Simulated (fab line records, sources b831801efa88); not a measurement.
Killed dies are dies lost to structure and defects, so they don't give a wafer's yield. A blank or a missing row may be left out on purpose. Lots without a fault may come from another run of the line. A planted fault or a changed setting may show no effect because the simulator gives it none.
Problem report in the 8D (eight disciplines) form, filled by code | flow gf180mcu | the parts of the form that need people (team, actions taken, sign-off) are left out

1. THE PROBLEM
chamber_pressure_mTorr at GF_VT_IMPLANT_STRIP_31 reads a mean of 1800.0 mTorr on 6 wafers of 2 lots; wafers without a fault read 1500.1 mTorr with a standard deviation of 1.4. That is +99 or more standard deviations from the usual mean.
The step: strips in O2/N2.
First seen on wafer L917.1, day 10 20:23, on plasma_asher-01. The record holds 42 wafers of 14 lots with a number at this step. Rule for "out", or "out of limits": more than 4 standard deviations from the usual mean. The other wafers with a number count as sound.

2. WHAT IT IS AND WHAT IT IS NOT
question                    | is                                               | is not
which readings at this step | chamber_pressure_mTorr, strip_time_to_endpoint_s | drypump_motor_current_A, heater_power_w
which lots                  | L917, L918                                       | L904, L905, L906, L909, L912, L913, L914, L916, L923, L924, L925, L926
which wafers of those lots  | all that have a number                           | -
read on which tools         | plasma_asher-01                                  | plasma_asher-02, plasma_asher-04
when                        | from day 10 20:23                                | up to then (24 sound wafers); but 12 sound wafers of L923, L924, L925, L926 came after

3. SUSPECTS, AND WHAT RULES EACH OUT
Counting: a tool at a process step up to the reading stays a suspect if it ran every lot that is out and no sound lot after the first of them.
- plasma_asher-01 at GF_VT_IMPLANT_STRIP_31 (strips in O2/N2): kept. It ran every lot that is out, first L917 (day 10 20:23), and no sound lot after that; its last sound lot up to then is L912 (day 9 09:34). Its own readings are out on those wafers: chamber_pressure_mTorr, strip_time_to_endpoint_s.
Left after counting: plasma_asher-01 at GF_VT_IMPLANT_STRIP_31.

4. THE CAUSE (what the simulator had put in)
Process parameter drift: plasma_asher-01, from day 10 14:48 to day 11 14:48, at GF_VT_IMPLANT_STRIP_31. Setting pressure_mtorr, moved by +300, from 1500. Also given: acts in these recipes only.
Counting left only this tool.

5. THE CHAIN OF EFFECTS, in route order
Each row: a reading whose mean over the struck wafers that have a number lies more than 3 standard deviations from the usual. Only readings for which the record gives a usual standard deviation are gone through. hours: the time from each lot's start at the first step in this table that gives one to its start at this step, as a median over the lots. sigmas: the change in usual standard deviations.
hours | step                   | reading                  | usual        | on struck wafers | change | sigmas
0     | GF_VT_IMPLANT_STRIP_31 | chamber_pressure_mTorr   | 1500.1 mTorr | 1800.0           | +299.9 | +99 or more
0     | GF_VT_IMPLANT_STRIP_31 | oes_product_au           | 0.716 a.u.   | 0.737            | +0.021 | +4.2
0     | GF_VT_IMPLANT_STRIP_31 | strip_time_to_endpoint_s | 12.644 s     | 12.133           | -0.511 | -18
The process steps in it:
- GF_VT_IMPLANT_STRIP_31: strips in O2/N2.
Later measuring or inspecting steps at which every struck wafer that the step has a row for has a number for every such reading, and none has moved that far: GF_VT_IMPLANT_RS_MEAS_46.

6. WHAT WOULD HAVE CAUGHT IT SOONER
In this record the first reading out of limits was taken at day 10 20:23, 6 hours after the fault began at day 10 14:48.
